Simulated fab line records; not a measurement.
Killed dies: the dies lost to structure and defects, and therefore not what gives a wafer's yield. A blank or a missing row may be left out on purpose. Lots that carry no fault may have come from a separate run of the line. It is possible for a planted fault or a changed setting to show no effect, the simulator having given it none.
Which tool did it? || flow sky130 || 30 wafers from 10 lots sampled at 6 of the route's 708 steps

== WHAT THE GAUGES READ, wafer by wafer ==
The record holds no reading of a measuring or inspecting step that can be judged against a usual standard deviation.

== EACH LOT AND THE TOOL THAT RAN IT (in order: tool; ch and the chambers of the sampled wafers; start) ==
{"lot": "L474", "SKY_METAL2_METAL_ETCH_19": "rie_metal-04 ch 0,1, day 35 11:13", "SKY_VIA2_STRIP_16": "plasma_asher-03 ch 0,1, day 36 15:15", "SKY_CAPM_COAT_07": "litho_track-03 ch 0, day 37 06:07", "SKY_CAPM_METAL_ETCH_13": "rie_metal-02 ch 0,1, day 37 19:01", "SKY_CAPM_STRIP_14": "plasma_asher-01 ch 0,1, day 37 19:06", "SKY_PAD_OPEN_PROBE_99": "-"}
{"lot": "L480", "SKY_METAL2_METAL_ETCH_19": "rie_metal-02 ch 0,1, day 37 11:15", "SKY_VIA2_STRIP_16": "plasma_asher-02 ch 0,1, day 38 14:33", "SKY_CAPM_COAT_07": "litho_track-03 ch 0, day 39 04:34", "SKY_CAPM_METAL_ETCH_13": "rie_metal-04 ch 0,1, day 39 16:46", "SKY_CAPM_STRIP_14": "plasma_asher-02 ch 0,1, day 39 16:50", "SKY_PAD_OPEN_PROBE_99": "prober-02, day 47 15:50"}
{"lot": "L481", "SKY_METAL2_METAL_ETCH_19": "rie_metal-03 ch 0,1, day 37 15:52", "SKY_VIA2_STRIP_16": "plasma_asher-03 ch 0,1, day 38 18:46", "SKY_CAPM_COAT_07": "litho_track-01 ch 0, day 39 08:22", "SKY_CAPM_METAL_ETCH_13": "rie_metal-02 ch 0,1, day 39 20:57", "SKY_CAPM_STRIP_14": "plasma_asher-04 ch 0,1, day 39 21:02", "SKY_PAD_OPEN_PROBE_99": "prober-01, day 47 17:25"}
{"lot": "L485", "SKY_METAL2_METAL_ETCH_19": "rie_metal-04 ch 0,1, day 39 04:31", "SKY_VIA2_STRIP_16": "plasma_asher-03 ch 0,1, day 40 06:55", "SKY_CAPM_COAT_07": "litho_track-03 ch 0, day 40 20:28", "SKY_CAPM_METAL_ETCH_13": "rie_metal-01 ch 0,1, day 41 09:13", "SKY_CAPM_STRIP_14": "plasma_asher-04 ch 0,1, day 41 09:17", "SKY_PAD_OPEN_PROBE_99": "-"}
{"lot": "L488", "SKY_METAL2_METAL_ETCH_19": "rie_metal-03 ch 0,1, day 40 03:26", "SKY_VIA2_STRIP_16": "plasma_asher-02 ch 0,1, day 41 04:43", "SKY_CAPM_COAT_07": "litho_track-04 ch 0, day 41 17:56", "SKY_CAPM_METAL_ETCH_13": "rie_metal-01 ch 0, day 42 07:25", "SKY_CAPM_STRIP_14": "plasma_asher-04 ch 0,1, day 42 07:34", "SKY_PAD_OPEN_PROBE_99": "-"}
{"lot": "L490", "SKY_METAL2_METAL_ETCH_19": "rie_metal-04 ch 0,1, day 41 08:24", "SKY_VIA2_STRIP_16": "plasma_asher-04 ch 0,1, day 42 09:47", "SKY_CAPM_COAT_07": "litho_track-04 ch 0, day 42 23:04", "SKY_CAPM_METAL_ETCH_13": "rie_metal-04 ch 0,1, day 43 10:26", "SKY_CAPM_STRIP_14": "plasma_asher-01 ch 0,1, day 43 10:31", "SKY_PAD_OPEN_PROBE_99": "prober-02, day 50 11:46"}
{"lot": "L491", "SKY_METAL2_METAL_ETCH_19": "rie_metal-03 ch 0,1, day 41 09:54", "SKY_VIA2_STRIP_16": "plasma_asher-03 ch 0, day 42 10:54", "SKY_CAPM_COAT_07": "litho_track-01 ch 0, day 42 23:44", "SKY_CAPM_METAL_ETCH_13": "rie_metal-02 ch 1, day 43 10:57", "SKY_CAPM_STRIP_14": "plasma_asher-04 ch 0,1, day 43 11:02", "SKY_PAD_OPEN_PROBE_99": "-"}
{"lot": "L494", "SKY_METAL2_METAL_ETCH_19": "rie_metal-04 ch 1, day 41 19:07", "SKY_VIA2_STRIP_16": "plasma_asher-02 ch 0,1, day 42 18:22", "SKY_CAPM_COAT_07": "litho_track-03 ch 0, day 43 07:57", "SKY_CAPM_METAL_ETCH_13": "rie_metal-01 ch 0,1, day 43 18:27", "SKY_CAPM_STRIP_14": "plasma_asher-04 ch 0, day 43 18:32", "SKY_PAD_OPEN_PROBE_99": "prober-02, day 50 18:02"}
{"lot": "L495", "SKY_METAL2_METAL_ETCH_19": "rie_metal-04 ch 0,1, day 41 21:19", "SKY_VIA2_STRIP_16": "plasma_asher-04 ch 0,1, day 42 22:34", "SKY_CAPM_COAT_07": "litho_track-03 ch 0, day 43 11:03", "SKY_CAPM_METAL_ETCH_13": "rie_metal-01 ch 0,1, day 43 22:28", "SKY_CAPM_STRIP_14": "plasma_asher-01 ch 0,1, day 43 22:32", "SKY_PAD_OPEN_PROBE_99": "-"}
{"lot": "L496", "SKY_METAL2_METAL_ETCH_19": "rie_metal-04 ch 0,1, day 42 07:26", "SKY_VIA2_STRIP_16": "plasma_asher-02 ch 0,1, day 43 08:30", "SKY_CAPM_COAT_07": "litho_track-01 ch 0, day 43 21:05", "SKY_CAPM_METAL_ETCH_13": "rie_metal-01 ch 0,1, day 44 08:34", "SKY_CAPM_STRIP_14": "plasma_asher-02 ch 0,1, day 44 08:38", "SKY_PAD_OPEN_PROBE_99": "-"}
- SKY_METAL2_METAL_ETCH_19: etches the open film in Cl2/BCl3, stops on SiO2, target depth 360 nm, time 78 s.
- SKY_VIA2_STRIP_16: strips in O2/N2.
- SKY_CAPM_COAT_07: resist thk 1140 nm.
- SKY_CAPM_METAL_ETCH_13: etches TiN in Cl2/BCl3, stops on SiO2, target depth 220 nm, time 62.9 s.
- SKY_CAPM_STRIP_14: strips in O2/N2.
- SKY_PAD_OPEN_PROBE_99

== WHAT THE TOOLS THEMSELVES READ (means of the sampled wafers that have a number; where no wafer has one, the mark that the record gives instead) ==
SKY_METAL2_METAL_ETCH_19. Usual: chamber_pressure_mTorr 10.000 mTorr, standard deviation 0.0096; drypump_motor_current_A 5.77 A, standard deviation 0.26; mfc_cl2_sccm 60.03 sccm, standard deviation 0.17; oes_product_au 0.854 a.u., standard deviation 0.0055; throttle_valve_pct 22.264 %, standard deviation 0.0094.
{"lot": "L474", "tool": "rie_metal-04", "chamber_pressure_mTorr (mTorr)": 9.990, "drypump_motor_current_A (A)": 5.91, "mfc_cl2_sccm (sccm)": 59.96, "oes_product_au (a.u.)": 0.851, "throttle_valve_pct (%)": 22.264, "flag": ""}
{"lot": "L480", "tool": "rie_metal-02", "chamber_pressure_mTorr (mTorr)": 9.998, "drypump_motor_current_A (A)": 5.68, "mfc_cl2_sccm (sccm)": 60.24, "oes_product_au (a.u.)": 0.850, "throttle_valve_pct (%)": 22.261, "flag": ""}
{"lot": "L481", "tool": "rie_metal-03", "chamber_pressure_mTorr (mTorr)": 9.996, "drypump_motor_current_A (A)": 5.83, "mfc_cl2_sccm (sccm)": 59.91, "oes_product_au (a.u.)": 0.852, "throttle_valve_pct (%)": 22.264, "flag": ""}
{"lot": "L485", "tool": "rie_metal-04", "chamber_pressure_mTorr (mTorr)": 9.997, "drypump_motor_current_A (A)": 5.80, "mfc_cl2_sccm (sccm)": 60.26, "oes_product_au (a.u.)": 0.854, "throttle_valve_pct (%)": 22.267, "flag": ""}
{"lot": "L488", "tool": "rie_metal-03", "chamber_pressure_mTorr (mTorr)": 10.006, "drypump_motor_current_A (A)": 5.81, "mfc_cl2_sccm (sccm)": 60.04, "oes_product_au (a.u.)": 0.855, "throttle_valve_pct (%)": 22.262, "flag": ""}
{"lot": "L490", "tool": "rie_metal-04", "chamber_pressure_mTorr (mTorr)": 9.993, "drypump_motor_current_A (A)": 5.81, "mfc_cl2_sccm (sccm)": 59.81, "oes_product_au (a.u.)": 0.852, "throttle_valve_pct (%)": 22.267, "flag": ""}
{"lot": "L491", "tool": "rie_metal-03", "chamber_pressure_mTorr (mTorr)": 9.999, "drypump_motor_current_A (A)": 5.82, "mfc_cl2_sccm (sccm)": 60.06, "oes_product_au (a.u.)": 0.856, "throttle_valve_pct (%)": 22.260, "flag": ""}
{"lot": "L494", "tool": "rie_metal-04", "chamber_pressure_mTorr (mTorr)": 10.003, "drypump_motor_current_A (A)": 6.01, "mfc_cl2_sccm (sccm)": 60.03, "oes_product_au (a.u.)": 0.849, "throttle_valve_pct (%)": 22.254, "flag": ""}
{"lot": "L495", "tool": "rie_metal-04", "chamber_pressure_mTorr (mTorr)": 9.997, "drypump_motor_current_A (A)": 5.92, "mfc_cl2_sccm (sccm)": 60.20, "oes_product_au (a.u.)": 0.858, "throttle_valve_pct (%)": 22.260, "flag": ""}
{"lot": "L496", "tool": "rie_metal-04", "chamber_pressure_mTorr (mTorr)": 10.004, "drypump_motor_current_A (A)": 5.81, "mfc_cl2_sccm (sccm)": 59.76, "oes_product_au (a.u.)": 0.854, "throttle_valve_pct (%)": 22.254, "flag": ""}

SKY_VIA2_STRIP_16. Usual: chamber_pressure_mTorr 1500.0 mTorr, standard deviation 1.4; drypump_motor_current_A 5.8 A, standard deviation 0.59; oes_product_au 0.399 a.u., standard deviation 0.0045; strip_time_to_endpoint_s 4.051 s, standard deviation 0.02.
{"lot": "L474", "tool": "plasma_asher-03", "chamber_pressure_mTorr (mTorr)": 1500.5, "drypump_motor_current_A (A)": 5.3, "oes_product_au (a.u.)": 0.398, "strip_time_to_endpoint_s (s)": 4.059, "flag": ""}
{"lot": "L480", "tool": "plasma_asher-02", "chamber_pressure_mTorr (mTorr)": 1499.1, "drypump_motor_current_A (A)": 6.3, "oes_product_au (a.u.)": 0.398, "strip_time_to_endpoint_s (s)": 4.053, "flag": ""}
{"lot": "L481", "tool": "plasma_asher-03", "chamber_pressure_mTorr (mTorr)": 1498.5, "drypump_motor_current_A (A)": 5.3, "oes_product_au (a.u.)": 0.401, "strip_time_to_endpoint_s (s)": 4.017, "flag": ""}
{"lot": "L485", "tool": "plasma_asher-03", "chamber_pressure_mTorr (mTorr)": 1500.9, "drypump_motor_current_A (A)": 5.5, "oes_product_au (a.u.)": 0.404, "strip_time_to_endpoint_s (s)": 4.081, "flag": ""}
{"lot": "L488", "tool": "plasma_asher-02", "chamber_pressure_mTorr (mTorr)": 1499.4, "drypump_motor_current_A (A)": 6.3, "oes_product_au (a.u.)": 0.401, "strip_time_to_endpoint_s (s)": 4.052, "flag": ""}
{"lot": "L490", "tool": "plasma_asher-04", "chamber_pressure_mTorr (mTorr)": 1499.2, "drypump_motor_current_A (A)": 5.1, "oes_product_au (a.u.)": 0.402, "strip_time_to_endpoint_s (s)": 4.063, "flag": ""}
{"lot": "L491", "tool": "plasma_asher-03", "chamber_pressure_mTorr (mTorr)": 1500.1, "drypump_motor_current_A (A)": 5.0, "oes_product_au (a.u.)": 0.399, "strip_time_to_endpoint_s (s)": 4.066, "flag": ""}
{"lot": "L494", "tool": "plasma_asher-02", "chamber_pressure_mTorr (mTorr)": 1499.6, "drypump_motor_current_A (A)": 6.3, "oes_product_au (a.u.)": 0.399, "strip_time_to_endpoint_s (s)": 4.054, "flag": ""}
{"lot": "L495", "tool": "plasma_asher-04", "chamber_pressure_mTorr (mTorr)": 1500.6, "drypump_motor_current_A (A)": 5.1, "oes_product_au (a.u.)": 0.401, "strip_time_to_endpoint_s (s)": 4.051, "flag": ""}
{"lot": "L496", "tool": "plasma_asher-02", "chamber_pressure_mTorr (mTorr)": 1499.6, "drypump_motor_current_A (A)": 6.3, "oes_product_au (a.u.)": 0.396, "strip_time_to_endpoint_s (s)": 4.044, "flag": ""}

SKY_CAPM_COAT_07. Usual: spin_speed_rpm at 3000.0 rpm, with a standard deviation of 2.2.
{"lot": "L474", "tool": "litho_track-03", "spin_speed_rpm (rpm)": 2999.4, "flag": ""}
{"lot": "L480", "tool": "litho_track-03", "spin_speed_rpm (rpm)": 3253.8, "flag": "OFF"}
{"lot": "L481", "tool": "litho_track-01", "spin_speed_rpm (rpm)": 3001.2, "flag": ""}
{"lot": "L485", "tool": "litho_track-03", "spin_speed_rpm (rpm)": 3255.1, "flag": "OFF"}
{"lot": "L488", "tool": "litho_track-04", "spin_speed_rpm (rpm)": 2998.3, "flag": ""}
{"lot": "L490", "tool": "litho_track-04", "spin_speed_rpm (rpm)": 3001.6, "flag": ""}
{"lot": "L491", "tool": "litho_track-01", "spin_speed_rpm (rpm)": 3001.0, "flag": ""}
{"lot": "L494", "tool": "litho_track-03", "spin_speed_rpm (rpm)": 3002.6, "flag": ""}
{"lot": "L495", "tool": "litho_track-03", "spin_speed_rpm (rpm)": 2999.0, "flag": ""}
{"lot": "L496", "tool": "litho_track-01", "spin_speed_rpm (rpm)": 3004.1, "flag": ""}

SKY_CAPM_METAL_ETCH_13. Usual: chamber_pressure_mTorr 10.000 mTorr, standard deviation 0.009; drypump_motor_current_A 5.8 A, standard deviation 0.35; mfc_cl2_sccm 60.02 sccm, standard deviation 0.19; oes_product_au 0.939 a.u., standard deviation 0.0064; throttle_valve_pct 21.902 %, standard deviation 0.0085.
{"lot": "L474", "tool": "rie_metal-02", "chamber_pressure_mTorr (mTorr)": 10.000, "drypump_motor_current_A (A)": 5.6, "mfc_cl2_sccm (sccm)": 59.88, "oes_product_au (a.u.)": 0.936, "throttle_valve_pct (%)": 21.902, "flag": ""}
{"lot": "L480", "tool": "rie_metal-04", "chamber_pressure_mTorr (mTorr)": 9.993, "drypump_motor_current_A (A)": 5.9, "mfc_cl2_sccm (sccm)": 59.99, "oes_product_au (a.u.)": 0.949, "throttle_valve_pct (%)": 21.900, "flag": ""}
{"lot": "L481", "tool": "rie_metal-02", "chamber_pressure_mTorr (mTorr)": 10.008, "drypump_motor_current_A (A)": 5.7, "mfc_cl2_sccm (sccm)": 59.86, "oes_product_au (a.u.)": 0.939, "throttle_valve_pct (%)": 21.905, "flag": ""}
{"lot": "L485", "tool": "rie_metal-01", "chamber_pressure_mTorr (mTorr)": 9.993, "drypump_motor_current_A (A)": 5.7, "mfc_cl2_sccm (sccm)": 60.13, "oes_product_au (a.u.)": 0.942, "throttle_valve_pct (%)": 21.900, "flag": ""}
{"lot": "L488", "tool": "rie_metal-01", "chamber_pressure_mTorr (mTorr)": 9.995, "drypump_motor_current_A (A)": 6.4, "mfc_cl2_sccm (sccm)": 60.24, "oes_product_au (a.u.)": 0.933, "throttle_valve_pct (%)": 21.904, "flag": ""}
{"lot": "L490", "tool": "rie_metal-04", "chamber_pressure_mTorr (mTorr)": 9.999, "drypump_motor_current_A (A)": 5.8, "mfc_cl2_sccm (sccm)": 60.10, "oes_product_au (a.u.)": 0.936, "throttle_valve_pct (%)": 21.904, "flag": ""}
{"lot": "L491", "tool": "rie_metal-02", "chamber_pressure_mTorr (mTorr)": 9.989, "drypump_motor_current_A (A)": 5.7, "mfc_cl2_sccm (sccm)": 59.79, "oes_product_au (a.u.)": 0.949, "throttle_valve_pct (%)": 21.902, "flag": ""}
{"lot": "L494", "tool": "rie_metal-01", "chamber_pressure_mTorr (mTorr)": 10.004, "drypump_motor_current_A (A)": 5.7, "mfc_cl2_sccm (sccm)": 60.04, "oes_product_au (a.u.)": 0.935, "throttle_valve_pct (%)": 21.899, "flag": ""}
{"lot": "L495", "tool": "rie_metal-01", "chamber_pressure_mTorr (mTorr)": 10.003, "drypump_motor_current_A (A)": 5.6, "mfc_cl2_sccm (sccm)": 59.83, "oes_product_au (a.u.)": 0.943, "throttle_valve_pct (%)": 21.906, "flag": ""}
{"lot": "L496", "tool": "rie_metal-01", "chamber_pressure_mTorr (mTorr)": 9.995, "drypump_motor_current_A (A)": 5.7, "mfc_cl2_sccm (sccm)": 59.99, "oes_product_au (a.u.)": 0.935, "throttle_valve_pct (%)": 21.901, "flag": ""}

SKY_CAPM_STRIP_14. Usual: chamber_pressure_mTorr 1500.0 mTorr, standard deviation 1.3; drypump_motor_current_A 5.7 A, standard deviation 0.54; oes_product_au 0.710 a.u., standard deviation 0.0046; strip_time_to_endpoint_s 12.66 s, standard deviation 0.048.
{"lot": "L474", "tool": "plasma_asher-01", "chamber_pressure_mTorr (mTorr)": 1500.7, "drypump_motor_current_A (A)": 5.6, "oes_product_au (a.u.)": 0.706, "strip_time_to_endpoint_s (s)": 12.55, "flag": ""}
{"lot": "L480", "tool": "plasma_asher-02", "chamber_pressure_mTorr (mTorr)": 1500.3, "drypump_motor_current_A (A)": 6.3, "oes_product_au (a.u.)": 0.710, "strip_time_to_endpoint_s (s)": 12.12, "flag": "OFF"}
{"lot": "L481", "tool": "plasma_asher-04", "chamber_pressure_mTorr (mTorr)": 1500.4, "drypump_motor_current_A (A)": 5.1, "oes_product_au (a.u.)": 0.711, "strip_time_to_endpoint_s (s)": 12.62, "flag": ""}
{"lot": "L485", "tool": "plasma_asher-04", "chamber_pressure_mTorr (mTorr)": 1500.7, "drypump_motor_current_A (A)": 5.1, "oes_product_au (a.u.)": 0.712, "strip_time_to_endpoint_s (s)": 12.12, "flag": "OFF"}
{"lot": "L488", "tool": "plasma_asher-04", "chamber_pressure_mTorr (mTorr)": 1499.5, "drypump_motor_current_A (A)": 5.1, "oes_product_au (a.u.)": 0.709, "strip_time_to_endpoint_s (s)": 12.68, "flag": ""}
{"lot": "L490", "tool": "plasma_asher-01", "chamber_pressure_mTorr (mTorr)": 1501.3, "drypump_motor_current_A (A)": 5.6, "oes_product_au (a.u.)": 0.710, "strip_time_to_endpoint_s (s)": 12.66, "flag": ""}
{"lot": "L491", "tool": "plasma_asher-04", "chamber_pressure_mTorr (mTorr)": 1500.5, "drypump_motor_current_A (A)": 5.1, "oes_product_au (a.u.)": 0.708, "strip_time_to_endpoint_s (s)": 12.62, "flag": ""}
{"lot": "L494", "tool": "plasma_asher-04", "chamber_pressure_mTorr (mTorr)": 1500.0, "drypump_motor_current_A (A)": 5.1, "oes_product_au (a.u.)": 0.704, "strip_time_to_endpoint_s (s)": 12.63, "flag": ""}
{"lot": "L495", "tool": "plasma_asher-01", "chamber_pressure_mTorr (mTorr)": 1498.4, "drypump_motor_current_A (A)": 5.9, "oes_product_au (a.u.)": 0.710, "strip_time_to_endpoint_s (s)": 12.70, "flag": ""}
{"lot": "L496", "tool": "plasma_asher-02", "chamber_pressure_mTorr (mTorr)": 1500.2, "drypump_motor_current_A (A)": 6.3, "oes_product_au (a.u.)": 0.714, "strip_time_to_endpoint_s (s)": 12.66, "flag": ""}

SKY_PAD_OPEN_PROBE_99. Usual: defect_limited_yield 82.4 %, standard deviation 2.1; killed_at_M0_to_M3 43, standard deviation 7.4; killed_at_M4_up 3.1, standard deviation 1.9; killed_at_contacts 25, standard deviation 5.4; killed_at_front_end 15, standard deviation 4.3; killed_at_other 0.3, standard deviation 0.54; killed_dies 86, standard deviation 10; killed_open 46, standard deviation 7.4; killed_short 40, standard deviation 7; sort_bin_3_pad_short 0.9 %, standard deviation 0.39; sort_bin_5_function 10.3 %, standard deviation 1.6; sort_bin_6_memory 6.4 %, standard deviation 1.1; sort_n_pass 406, standard deviation 10; sort_yield_pct 82.4 %, standard deviation 2.1.
{"lot": "L480", "tool": "prober-02", "defect_limited_yield (%)": 82.4, "killed_at_M0_to_M3": 39, "killed_at_M4_up": 5.0, "killed_at_contacts": 25, "killed_at_front_end": 17, "killed_at_other": 0.3, "killed_dies": 87, "killed_open": 44, "killed_short": 42, "sort_bin_3_pad_short (%)": 1.2, "sort_bin_5_function (%)": 9.7, "sort_bin_6_memory (%)": 6.6, "sort_n_pass": 405, "sort_yield_pct (%)": 82.4, "flag": ""}
{"lot": "L481", "tool": "prober-01", "defect_limited_yield (%)": 83.3, "killed_at_M0_to_M3": 41, "killed_at_M4_up": 5.0, "killed_at_contacts": 23, "killed_at_front_end": 13, "killed_at_other": 0.0, "killed_dies": 82, "killed_open": 44, "killed_short": 38, "sort_bin_3_pad_short (%)": 0.5, "sort_bin_5_function (%)": 10.2, "sort_bin_6_memory (%)": 6.1, "sort_n_pass": 410, "sort_yield_pct (%)": 83.3, "flag": ""}
{"lot": "L490", "tool": "prober-02", "defect_limited_yield (%)": 82.7, "killed_at_M0_to_M3": 46, "killed_at_M4_up": 1.0, "killed_at_contacts": 24, "killed_at_front_end": 14, "killed_at_other": 0.0, "killed_dies": 85, "killed_open": 48, "killed_short": 37, "sort_bin_3_pad_short (%)": 1.2, "sort_bin_5_function (%)": 9.6, "sort_bin_6_memory (%)": 6.5, "sort_n_pass": 407, "sort_yield_pct (%)": 82.7, "flag": ""}
{"lot": "L494", "tool": "prober-02", "defect_limited_yield (%)": 83.5, "killed_at_M0_to_M3": 42, "killed_at_M4_up": 2.3, "killed_at_contacts": 22, "killed_at_front_end": 16, "killed_at_other": 0.0, "killed_dies": 81, "killed_open": 45, "killed_short": 36, "sort_bin_3_pad_short (%)": 0.5, "sort_bin_5_function (%)": 10.1, "sort_bin_6_memory (%)": 5.8, "sort_n_pass": 411, "sort_yield_pct (%)": 83.5, "flag": ""}

== THE ANSWER, worked out from the rows above alone ==
Rule: a lot is off if the mean of its wafers that have a number lies more than 3 standard deviations from the usual mean. A lot without any number at a reading at which 4 lots or more have one is off too. The other lots that the step has rows for count as sound. Order of review: gauges by route order, followed by the tools' own readings, for which a lot's mean as printed above is used. At the first step where some lot is off, the reading lying furthest off is the one used; lots without a number count as furthest.
Off, at SKY_CAPM_COAT_07 on spin_speed_rpm: L480, L485.
If a tool, at that step or one of the process steps before it, ran each lot that is off and ran no sound lot following the first of them, it fits. Of those tried, none fits.

== WHAT WAS PUT IN BY THE SIMULATOR ==
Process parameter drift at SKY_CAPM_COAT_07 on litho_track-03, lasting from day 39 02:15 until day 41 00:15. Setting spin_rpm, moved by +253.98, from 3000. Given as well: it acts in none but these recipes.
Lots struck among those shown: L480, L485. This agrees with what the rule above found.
